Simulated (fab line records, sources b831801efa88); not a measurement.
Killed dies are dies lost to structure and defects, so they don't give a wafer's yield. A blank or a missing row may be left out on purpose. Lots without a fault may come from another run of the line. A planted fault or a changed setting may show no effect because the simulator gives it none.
Split-lot experiment | flow gf180mcu | 5 lots, 23 wafers read, on a route of 602 steps

THE SPLIT
At GF_MVSD_IMPLANT_08, the setting energy_kev was moved away from the recipe's 400 on 6 of the 23 wafers read, by -7.3% to +2.5%. The other wafers ran this setting at the recipe's value.

The reading is taken at the split's own step.

THE READING
implant.drp_nm (the simulator's own value, which no gauge read), in nm, at GF_MVSD_IMPLANT_08. The file gives no usual value for it.

wafer  | tool, chamber at the split | energy_kev as run | against the recipe | implant.drp_nm, nm | against lot-mates on the recipe
L075.1 | implanter-03, 0            | 400               | recipe             | 116.9              | -
L075.2 | implanter-03, 0            | 400               | recipe             | 116.9              | -
L075.3 | implanter-03, 0            | 400               | recipe             | 116.9              | -
L075.4 | implanter-03, 0            | 400               | recipe             | 116.9              | -
L075.5 | implanter-03, 0            | 400               | recipe             | 116.9              | -
L076.2 | implanter-03, 0            | 371               | -7.3%              | 112.2              | -4.7
L076.3 | implanter-03, 0            | 371               | -7.3%              | 112.2              | -4.7
L076.4 | implanter-03, 0            | 371               | -7.3%              | 112.2              | -4.7
L076.5 | implanter-03, 0            | 400               | recipe             | 116.9              | -
L076.6 | implanter-03, 0            | 400               | recipe             | 116.9              | -
L083.1 | implanter-01, 0            | 400               | recipe             | 116.9              | -
L083.2 | implanter-01, 0            | 400               | recipe             | 116.9              | -
L083.3 | implanter-01, 0            | 400               | recipe             | 116.9              | -
L083.4 | implanter-01, 0            | 400               | recipe             | 116.9              | -
L083.6 | implanter-01, 0            | 400               | recipe             | 116.9              | -
L082.1 | implanter-03, 0            | 400               | recipe             | 116.9              | -
L082.5 | implanter-03, 0            | 400               | recipe             | 116.9              | -
L082.2 | implanter-03, 0            | 409.9             | +2.5%              | 118.4              | +1.5
L082.4 | implanter-03, 0            | 409.9             | +2.5%              | 118.4              | +1.5
L082.6 | implanter-03, 0            | 409.9             | +2.5%              | 118.4              | +1.5
L084.2 | implanter-04, 0            | 400               | recipe             | 116.9              | -
L084.3 | implanter-04, 0            | 400               | recipe             | 116.9              | -
L084.5 | implanter-04, 0            | 400               | recipe             | 116.9              | -

THE FIT
A straight line over all 23 wafers: implant.drp_nm changes by +0.642 nm for each +1% of energy_kev; r = +1.00; the points scatter about the line by 0.033 nm.
The same after taking each lot's own level away (the mean of its wafers on the recipe; 23 wafers): +0.642 nm for each +1%; r = +1.00; scatter 0.033 nm.
On that fit, the largest move of energy_kev shifts the reading by 4.7 nm.
The lots' own levels span 116.90 to 116.90 nm.
So the lot-to-lot level changes the slope little: the two slopes agree.
Check: with one of the wafers moved furthest among these (-7.3%) left out of the fit, the line predicts -4.66 nm for it against its lot-mates. It came out at -4.7 nm against them.

OTHER SPLITS ON THESE WAFERS
These wafers also went through other splits before the reading. Each is held against what the fit with the lots' levels taken away leaves over:
other split on the same wafers     | wafers away from the commonest value | r with implant.drp_nm (lot level and that fit taken away)
GF_STI_OXIDATION_01 ox_time_s      | 13                                   | +0.64
GF_STI_CVD_03 pressure_mtorr       | 10                                   | -0.44
GF_DNWELL_COAT_02 spin_rpm         | 7                                    | -0.15
GF_DNWELL_STRIP_08 platen_temp_c   | 11                                   | +0.33
GF_NWELL_IMPLANT_08 dose_cm2       | 6                                    | +0.11
GF_LVPWELL_STRIP_10 pressure_mtorr | 15                                   | -0.51

THE WHOLE CHAIN: every reading that the file lists as answering this split, in the file's order
step               | what it does | reading                                                         | change (the file's fit)               | r (the file's)
GF_MVSD_IMPLANT_08 |              | implant.rp_nm (the simulator's own value, which no gauge read)  | +4.41 nm for each +1% of the setting  | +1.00
GF_MVSD_IMPLANT_08 |              | implant.drp_nm (the simulator's own value, which no gauge read) | +0.647 nm for each +1% of the setting | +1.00

THE FILE'S OWN FIT
implant.drp_nm changes by +0.647 nm for each +1% of energy_kev, r = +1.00.
